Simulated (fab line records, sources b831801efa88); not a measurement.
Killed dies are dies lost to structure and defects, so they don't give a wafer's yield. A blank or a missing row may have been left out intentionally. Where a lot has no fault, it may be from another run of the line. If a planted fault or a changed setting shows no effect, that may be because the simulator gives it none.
Chamber matching -- flow sfqLine -- SFQ_TRILAYER_I4_VIA_BARC_OPEN_VIA_ETCH_146 on rieDiel-03 has 4 sister chambers
The step etches BARC in O2, target depth 125 nm, time 41.7 s. 14 wafers are shown with their chamber, then 7 later ones without.

== WAFERS WITH THEIR CHAMBER ==
wafer,chamber,drypumpMotorCurrentA (A),runLengthS (s),oesProductAu (a.u.)
L661.2,2,5.5,69.7,0.676
L661.5,2,5.4,69.9,0.681
L661.6,3,5.8,70.6,0.682
L664.1,1,5.5,69.6,0.683
L664.4,3,5.7,70.7,0.677
L664.6,1,5.5,70.3,0.688
L666.1,0,6.3,69.7,0.686
L666.3,1,5.5,69.8,0.684
L666.6,2,5.4,69.8,0.684
L667.1,1,5.5,69.7,0.689
L667.5,1,5.5,69.6,0.684
L667.6,2,5.4,69.9,0.683
L669.4,0,6.3,69.6,0.687
L669.5,2,5.5,70.1,0.690

SIGNATURES (averages over the wafers above)
reading,chamber 0,chamber 1,chamber 2,chamber 3,scatter within a chamber
drypumpMotorCurrentA,6.300,5.500,5.440,5.750,0.0412
runLengthS,69.650,69.800,69.880,70.650,0.209
oesProductAu,0.68650,0.68560,0.68280,0.67950,0.00381
Rule: a wafer lies at a distance from a chamber equal to the root of the sum of squares, over the readings, of (its reading less the chamber's mean, divided by the reading's scatter). If the next closest chamber is less than 2 further off than the closest, the wafer can't be placed; otherwise it belongs to the closest. The scatter is the square root of a quotient: the sum, over the shown wafers, of each reading's squared deviation from its chamber's mean, divided by wafers minus chambers.

== WAFERS WITHOUT THEIR CHAMBER ==
wafer,drypumpMotorCurrentA (A),runLengthS (s),oesProductAu (a.u.)
L669.6,5.7,70.7,0.682
L672.1,5.5,70.1,0.688
L672.3,6.3,69.6,0.690
L672.6,5.4,70.1,0.681
L679.3,5.4,69.9,0.692
L679.6,5.7,71.1,0.678
L681.5,6.3,70.1,0.682

== EACH ONE'S CHAMBER ==
wafer,from the rows above,in truth
L669.6,3,3
L672.1,can't be placed: 1 or 2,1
L672.3,0,0
L672.6,can't be placed: 2 or 1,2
L679.3,can't be placed: 2 or 1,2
L679.6,3,3
L681.5,0,0
4 of 7 placed correctly. Not placeable from these rows: 3 (in 3, the candidates include the true chamber). 0 placed wrongly.
